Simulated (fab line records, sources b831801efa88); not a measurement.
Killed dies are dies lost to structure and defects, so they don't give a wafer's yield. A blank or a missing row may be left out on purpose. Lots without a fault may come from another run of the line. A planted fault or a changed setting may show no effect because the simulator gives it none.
Split-lot experiment | flow sfq_line | 5 lots, 23 wafers read, on a route of 325 steps

THE SPLIT
At SFQ_TRILAYER_I2_VIA_LITHO_PEB_070 (peb time 60 s), the setting peb_temp_c was moved away from the recipe's 115 C on 7 of the 23 wafers read, by -1.9% to +1.5%. The other wafers ran this setting at the recipe's value.

FROM THE SPLIT TO THE READING: what the file shows between them, 1 step
- SFQ_TRILAYER_I2_VIA_LITHO_DEVELOP_069: time 60 s

THE READING
I2.cd_nm (the simulator's own value, which no gauge read), in nm, at SFQ_TRILAYER_I2_VIA_BARC_OPEN_VIA_ETCH_096 (etches BARC in O2, target depth 125 nm, time 41.7 s). The file gives no usual value for it. The 16 wafers here that ran the recipe average 499.8 nm, standard deviation 1.7 nm.

wafer  | tool, chamber at the split | peb_temp_c as run, C | against the recipe | I2.cd_nm, nm | against lot-mates on the recipe
L074.1 | litho_track-04, 0          | 115                  | recipe             | 498.8        | -
L074.3 | litho_track-04, 0          | 113.6                | -1.2%              | 476.5        | -23.2
L074.4 | litho_track-04, 0          | 115                  | recipe             | 500.4        | -
L074.5 | litho_track-04, 0          | 115                  | recipe             | 500          | -
L074.6 | litho_track-04, 0          | 113.6                | -1.2%              | 474.6        | -25.1
L076.1 | litho_track-01, 0          | 115                  | recipe             | 498.8        | -
L076.3 | litho_track-01, 0          | 115                  | recipe             | 498.2        | -
L076.4 | litho_track-01, 0          | 115                  | recipe             | 497.9        | -
L076.5 | litho_track-01, 0          | 115                  | recipe             | 500.8        | -
L076.6 | litho_track-01, 0          | 115                  | recipe             | 498.4        | -
L077.2 | litho_track-03, 0          | 112.8                | -1.9%              | 454.8        | -43.1
L077.3 | litho_track-03, 0          | 115                  | recipe             | 496.4        | -
L077.4 | litho_track-03, 0          | 115                  | recipe             | 499.5        | -
L077.5 | litho_track-03, 0          | 112.8                | -1.9%              | 456.3        | -41.6
L077.6 | litho_track-03, 0          | 112.8                | -1.9%              | 456.7        | -41.2
L083.1 | litho_track-01, 0          | 116.7                | +1.5%              | 528.3        | +27.8
L083.2 | litho_track-01, 0          | 115                  | recipe             | 502.3        | -
L083.3 | litho_track-01, 0          | 115                  | recipe             | 499.2        | -
L083.4 | litho_track-01, 0          | 116.7                | +1.5%              | 528.5        | +28.0
L083.5 | litho_track-01, 0          | 115                  | recipe             | 500.1        | -
L085.2 | litho_track-03, 0          | 115                  | recipe             | 499.9        | -
L085.4 | litho_track-03, 0          | 115                  | recipe             | 502.9        | -
L085.5 | litho_track-03, 0          | 115                  | recipe             | 502.4        | -

THE FIT
A straight line over all 23 wafers: I2.cd_nm changes by +21.4 nm for each +1% of peb_temp_c; r = +0.99; the points scatter about the line by 2.1 nm.
The same after taking each lot's own level away (the mean of its wafers on the recipe; 23 wafers): +20.8 nm for each +1%; r = +1.00; scatter 1.6 nm.
On that fit, the largest move of peb_temp_c shifts the reading by 40 nm.
The lots' own levels span 497.95 to 501.73 nm, that is 2.2 times the standard deviation above.
So the lot-to-lot level changes the slope little: the two slopes agree.
Check: with one of the wafers moved furthest among these (-1.9%) left out of the fit, the line predicts -39.4 nm for it against its lot-mates. It came out at -43.1 nm against them.

OTHER SPLITS ON THESE WAFERS
These wafers also went through other splits before the reading. Each is held against what the fit with the lots' levels taken away leaves over:
other split on the same wafers               | wafers away from the commonest value | r with I2.cd_nm (lot level and that fit taken away)
SFQ_TRILAYER_M2_LITHO_COAT_062 resist_thk_nm | 11                                   | -0.21

THE FILE'S OWN FIT
I2.cd_nm changes by +20.6 nm for each +1% of peb_temp_c, r = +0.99.
